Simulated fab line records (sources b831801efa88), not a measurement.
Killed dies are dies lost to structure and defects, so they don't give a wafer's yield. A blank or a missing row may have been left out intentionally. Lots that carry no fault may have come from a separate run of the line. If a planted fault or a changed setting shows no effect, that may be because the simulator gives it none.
Which of the tools did it?    flow gf180mcu    13 lots, 39 wafers sampled, at 5 steps of a route of 602

## WHAT THE GAUGES READ, wafer by wafer
GF_POLY_GATE_CD_MEAS_10: target cd 280 nm. Usual: cdNm reads 280.0 nm (standard deviation 1.3).
lot   measured      on        cdNm (nm)          flag
L921  day 8 23:55   cdSem-01  281.0 279.5 280.5  
L924  day 9 22:14   cdSem-02  278.7 281.0 281.1  
L925  day 10 12:14  cdSem-02  281.3 279.8 281.1  
L926  day 10 23:30  cdSem-02  279.2 279.2 279.1  
L929  day 11 14:41  cdSem-02  280.8 279.0 280.3  
L930  day 12 00:04  cdSem-02  278.4 280.4 278.4  
L931  day 12 04:20  cdSem-02  280.2 280.7 280.8  
L932  day 12 11:50  cdSem-01  279.8 280.0 279.7  
L934  day 13 01:13  cdSem-01  281.5 283.0 282.4  
L936  day 13 13:50  cdSem-01  278.3 277.6 278.6  
L937  day 13 20:55  cdSem-02  279.0 279.1 281.1  
L938  day 14 04:35  cdSem-01  277.7 279.2 279.4  
L944  day 16 01:10  cdSem-02  279.1 279.3 280.1  

GF_HV_LDD_TW_MEAS_23. Usual: HV_LDD_2_TW gives 1051 (standard deviation 5.4).
lot   measured      on            HV_LDD_2_TW     flag
L921  day 10 13:26  filmMetro-01  1051 1058 1052  
L924  day 11 13:49  filmMetro-04  1046 1043 1043  
L925  day 12 04:37  filmMetro-01  1052 1051 1052  
L926  day 12 16:46  filmMetro-02  1054 1054 1049  
L929  day 13 08:38  filmMetro-02  1051 1049 1049  
L930  day 13 18:01  filmMetro-02  1048 1054 1049  
L931  day 13 22:52  filmMetro-01  1047 1052 1051  
L932  day 14 08:16  filmMetro-04  1050 1047 1050  
L934  day 14 20:50  filmMetro-01  973 970 975     OFF
L936  day 15 09:41  filmMetro-02  978 980 982     OFF
L937  day 15 17:37  filmMetro-01  963 971 962     OFF
L938  day 16 01:29  filmMetro-01  1050 1052 1052  
L944  day 18 01:24  filmMetro-04  1055 1050 1051  

GF_PSD_RS_MEAS_14: uses a four-point probe to measure. Usual: NSD_RS gives 46.09 ohm/sq (standard deviation 0.09).
lot   measured      on            NSD_RS (ohm/sq)    flag
L921  day 14 01:29  filmMetro-03  46.20 46.27 46.19  
L924  day 15 02:51  filmMetro-03  46.18 46.07 46.13  
L925  day 15 19:38  filmMetro-03  46.10 46.18 46.09  
L926  day 16 10:48  filmMetro-01  45.94 46.07 46.06  
L929  day 17 02:19  filmMetro-03  46.13 46.07 46.10  
L930  day 17 13:31  filmMetro-04  46.16 46.07 46.05  
L931  day 17 19:22  filmMetro-01  45.95 46.04 45.94  
L932  day 18 04:40  filmMetro-03  46.07 46.23 46.05  
L934  day 18 21:37  filmMetro-01  46.13 46.12 46.11  
L936  day 19 11:19  filmMetro-03  46.19 46.26 46.21  
L937  day 19 20:31  filmMetro-01  46.16 46.03 46.13  
L938  day 20 04:16  filmMetro-04  45.98 46.03 46.07  
L944  day 22 05:48  filmMetro-04  46.11 46.13 46.10  

## TOOL THAT RAN EACH LOT (tool first, then ch and the chambers of the sampled wafers, then the start)
lot   GF_MVSD_STRIP_10                    GF_HV_LDD_IMPLANT_21
L921  plasmaAsher-04 ch 0, day 4 08:50    implanter-03 ch 0, day 10 13:11
L924  plasmaAsher-02 ch 0,1, day 5 01:52  implanter-02 ch 0, day 11 13:36
L925  plasmaAsher-01 ch 0,1, day 5 11:32  implanter-02 ch 0, day 12 04:22
L926  plasmaAsher-04 ch 0,1, day 5 21:49  implanter-02 ch 0, day 12 16:32
L929  plasmaAsher-04 ch 0,1, day 6 09:59  implanter-01 ch 0, day 13 08:23
L930  plasmaAsher-04 ch 0,1, day 6 16:33  implanter-01 ch 0, day 13 17:46
L931  plasmaAsher-04 ch 0,1, day 6 21:02  implanter-03 ch 0, day 13 22:37
L932  plasmaAsher-01 ch 0,1, day 7 03:16  implanter-02 ch 0, day 14 08:02
L934  plasmaAsher-01 ch 0,1, day 7 14:12  implanter-02 ch 0, day 14 20:35
L936  plasmaAsher-02 ch 0,1, day 7 23:26  implanter-02 ch 0, day 15 09:28
L937  plasmaAsher-02 ch 0,1, day 8 06:44  implanter-02 ch 0, day 15 17:22
L938  plasmaAsher-01 ch 0,1, day 8 11:50  implanter-01 ch 0, day 16 01:14
L944  plasmaAsher-01 ch 0,1, day 9 22:36  implanter-02 ch 0, day 18 01:10
- GF_MVSD_STRIP_10: strips in O2/N2.
- GF_HV_LDD_IMPLANT_21

## AS READ BY THE TOOLS THEMSELVES (means over the sampled wafers that have a number; for cases with no such wafer, the mark the record gives instead)
GF_MVSD_STRIP_10. Usual: chamberPressureMTorr 1500.0 mTorr, standard deviation 1.5; drypumpMotorCurrentA 5.5 A, standard deviation 0.33; heaterPowerW 318 W, standard deviation 17; oesProductAu 0.722 a.u., standard deviation 0.0047; stripTimeToEndpointS 36.96 s, standard deviation 0.094.
lot   tool            chamberPressureMTorr (mTorr)  drypumpMotorCurrentA (A)  heaterPowerW (W)  oesProductAu (a.u.)  stripTimeToEndpointS (s)  flag
L921  plasmaAsher-04  1500.5                        6.0                       318               0.725                36.85                     
L924  plasmaAsher-02  1502.3                        5.5                       319               0.723                36.99                     
L925  plasmaAsher-01  1499.4                        5.1                       312               0.723                37.00                     
L926  plasmaAsher-04  1500.5                        5.9                       329               0.727                36.88                     
L929  plasmaAsher-04  1498.9                        5.7                       326               0.725                36.82                     
L930  plasmaAsher-04  1499.2                        5.7                       330               0.724                37.00                     
L931  plasmaAsher-04  1500.7                        5.8                       328               0.721                36.98                     
L932  plasmaAsher-01  1501.4                        5.1                       311               0.725                37.02                     
L934  plasmaAsher-01  1500.4                        5.1                       296               0.719                36.96                     
L936  plasmaAsher-02  1500.2                        5.4                       316               0.725                36.86                     
L937  plasmaAsher-02  1499.2                        5.4                       314               0.726                37.02                     
L938  plasmaAsher-01  1499.8                        5.1                       313               0.724                36.84                     
L944  plasmaAsher-01  1500.5                        5.1                       314               0.718                36.92                     

GF_HV_LDD_IMPLANT_21. Usual: doseIonsCm2 5.001e+13, standard deviation 5.6e+10; faradayCurrentUA 283, standard deviation 5.
lot   tool          doseIonsCm2  faradayCurrentUA  flag
L921  implanter-03  5.005e+13    286               
L924  implanter-02  5.006e+13    283               
L925  implanter-02  5.006e+13    281               
L926  implanter-02  4.997e+13    283               
L929  implanter-01  5.002e+13    281               
L930  implanter-01  5.005e+13    283               
L931  implanter-03  5.002e+13    281               
L932  implanter-02  5.001e+13    288               
L934  implanter-02  3.866e+13    220               OFF
L936  implanter-02  3.868e+13    219               OFF
L937  implanter-02  3.863e+13    218               OFF
L938  implanter-01  5.008e+13    283               
L944  implanter-02  4.998e+13    288               

## THE ANSWER, worked out from the rows above alone
Rule: a lot is off if the mean of its wafers that have a number lies more than 3 standard deviations from the usual mean. A lot without any number at a reading at which 4 lots or more have one is off too. The other lots that the step has rows for count as sound. The gauges are gone through in route order, then the tools' own readings, and for those a lot's mean is taken as printed above. At the first step where some lot is off, the reading lying furthest off is the one used; lots without a number count as furthest.
Off: L934, L936, L937, at GF_HV_LDD_TW_MEAS_23 (HV_LDD_2_TW).
A tool fits if, at a process step before that reading, it ran every lot that is off, and no sound lot after the first of them. Not tried: the gauges at GF_HV_LDD_TW_MEAS_23; whatever is off there is also off at GF_HV_LDD_IMPLANT_21, on other tools, and gauge error can't account for it. No candidate that was tried fits.

## WHAT THE SIMULATOR HAD INSERTED
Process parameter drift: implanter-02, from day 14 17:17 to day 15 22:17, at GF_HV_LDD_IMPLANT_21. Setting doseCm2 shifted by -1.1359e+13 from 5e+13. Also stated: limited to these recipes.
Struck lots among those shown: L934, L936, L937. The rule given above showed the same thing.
